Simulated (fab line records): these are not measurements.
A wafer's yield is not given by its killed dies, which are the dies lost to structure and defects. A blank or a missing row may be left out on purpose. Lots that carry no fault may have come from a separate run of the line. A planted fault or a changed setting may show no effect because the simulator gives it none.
Which of the tools did it?    flow gf180mcu    6 lots with 18 wafers sampled at 4 steps, on a route of 602 steps

WHAT THE GAUGES READ, wafer by wafer
GF_V1_CD_MEAS_14: the cd target is 260 nm.
lot   measured      on         cd-nm (nm)
L672  day 18 14:57  cd-sem-02  259.6 259.6 259.4
L674  day 19 12:57  cd-sem-02  260.8 260.5 260.6
L676  day 20 09:22  cd-sem-02  259.7 260.3 260.2
L679  day 21 12:27  cd-sem-01  259.6 260.2 259.5
L685  day 23 14:33  cd-sem-02  259.3 258.9 259.3
L691  day 25 16:15  cd-sem-02  259.5 261.4 262.0

WHAT TOOL EACH LOT RAN ON (gives the tool, then ch and the chambers of the sampled wafers, and finally the start)
lot   GF_PSD_COAT_02                     GF_PSD_STRIP_10                       GF_M1_SPUTTER_04
L672  litho-track-03 ch 0, day 14 06:00  plasma-asher-03 ch 0,1, day 14 16:34  pvd-sputter-02, day 16 15:02
L674  litho-track-03 ch 0, day 15 02:27  plasma-asher-04 ch 0, day 15 13:49    pvd-sputter-03, day 17 12:44
L676  litho-track-04 ch 0, day 15 18:20  plasma-asher-04 ch 0,1, day 16 06:08  pvd-sputter-01, day 18 07:38
L679  litho-track-02 ch 0, day 16 19:57  plasma-asher-03 ch 0,1, day 17 08:19  pvd-sputter-03, day 19 10:48
L685  litho-track-04 ch 0, day 18 20:51  plasma-asher-03 ch 0, day 19 09:48    pvd-sputter-02, day 21 14:18
L691  litho-track-03 ch 0, day 21 03:15  plasma-asher-04 ch 1, day 21 15:31    pvd-sputter-02, day 23 17:38
- GF_PSD_COAT_02: resist thk 1000 nm.
- GF_PSD_STRIP_10: strips in O2/N2.
- GF_M1_SPUTTER_04: material TiN, target thk 50 nm, time 41.7 s.

THE ANSWER, worked out from the rows above alone
Rule: what is usual is taken from the lots themselves. Put in order of their means at a reading, lots are off if they are a third of the lots or fewer, leave a main group of 4 or more, and stand apart from it by a gap of 3 or more times the standard deviation of the main group's means; of several such gaps the widest counts. A main group whose means are all the same, to the digits that the tables above print for the reading, isn't used. A lot without any number at a reading at which 4 lots or more have one is off too. Where the step has rows for the other lots, those lots are counted as sound.
None of the lots is off at any reading shown; this tells nothing.

WHAT THE SIMULATOR HAD PUT IN
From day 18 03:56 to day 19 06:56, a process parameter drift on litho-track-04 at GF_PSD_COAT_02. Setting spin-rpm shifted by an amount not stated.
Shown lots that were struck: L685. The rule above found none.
